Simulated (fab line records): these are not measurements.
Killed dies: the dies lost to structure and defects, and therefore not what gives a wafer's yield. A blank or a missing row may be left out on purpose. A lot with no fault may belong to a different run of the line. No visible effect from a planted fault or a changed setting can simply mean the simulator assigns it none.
Which tool is to blame? -- flow sky130 -- 15 lots, 45 wafers sampled, at 1 step of a route of 708

WHAT EACH GAUGE READ, for each wafer
SKY_VIA2_CD_MEAS_12: target cd 200 nm.
lot,measured,on,cdNm (nm)
L967,day 36 14:14,cdSem-01,200.8 201.5 200.9
L968,day 36 20:35,cdSem-01,201.6 202.1 200.7
L969,day 37 08:07,cdSem-01,200.3 201.5 202.0
L970,day 37 14:54,cdSem-01,198.6 198.3 198.4
L971,day 37 15:32,cdSem-01,199.3 199.7 198.3
L972,day 37 19:02,cdSem-01,201.0 200.7 199.7
L974,day 38 16:15,cdSem-02,200.7 199.2 199.0
L975,day 38 17:22,cdSem-01,200.8 200.0 202.1
L977,day 39 10:27,cdSem-02,200.7 201.0 201.0
L980,day 40 08:18,cdSem-01,200.0 199.4 199.5
L981,day 40 13:29,cdSem-01,200.6 199.3 200.5
L982,day 40 17:50,cdSem-02,204.4 203.4 203.2
L988,day 42 13:01,cdSem-02,196.8 196.7 196.9
L989,day 42 18:08,cdSem-01,201.6 200.0 200.6
L990,day 43 03:07,cdSem-01,197.5 199.6 199.5

WHAT TOOL EACH LOT RAN ON (gives the tool, then ch and the chambers of the sampled wafers, and finally the start)
Before these readings, the record contains no process step.

WHAT THE TOOLS THEMSELVES READ (means of the sampled wafers that have a number; where no wafer has one, the mark that the record gives instead)
The record holds no such reading with a usual standard deviation.

THE ANSWER, worked out from the rows above alone
Rule: usual is defined by the lots themselves. Put in order of their means at a reading, lots are off if they are a third of the lots or fewer, leave a main group of 4 or more, and stand apart from it by a gap of 3 or more times the standard deviation of the main group's means; of several such gaps the widest counts. If all means in a main group match to the digits the tables above print for the reading, that group is not used. Also off: a lot with no number at a reading for which 4 or more lots have one. Where the step has rows for the other lots, those lots are counted as sound. Order of review: gauges by route order, followed by the tools' own readings, for which a lot's mean as printed above is used. At the first step where some lot is off, the reading lying furthest off is the one used; lots without a number count as furthest.
No lot is off at any reading shown: from this, nothing can be told.

WHAT THE SIMULATOR PUT IN
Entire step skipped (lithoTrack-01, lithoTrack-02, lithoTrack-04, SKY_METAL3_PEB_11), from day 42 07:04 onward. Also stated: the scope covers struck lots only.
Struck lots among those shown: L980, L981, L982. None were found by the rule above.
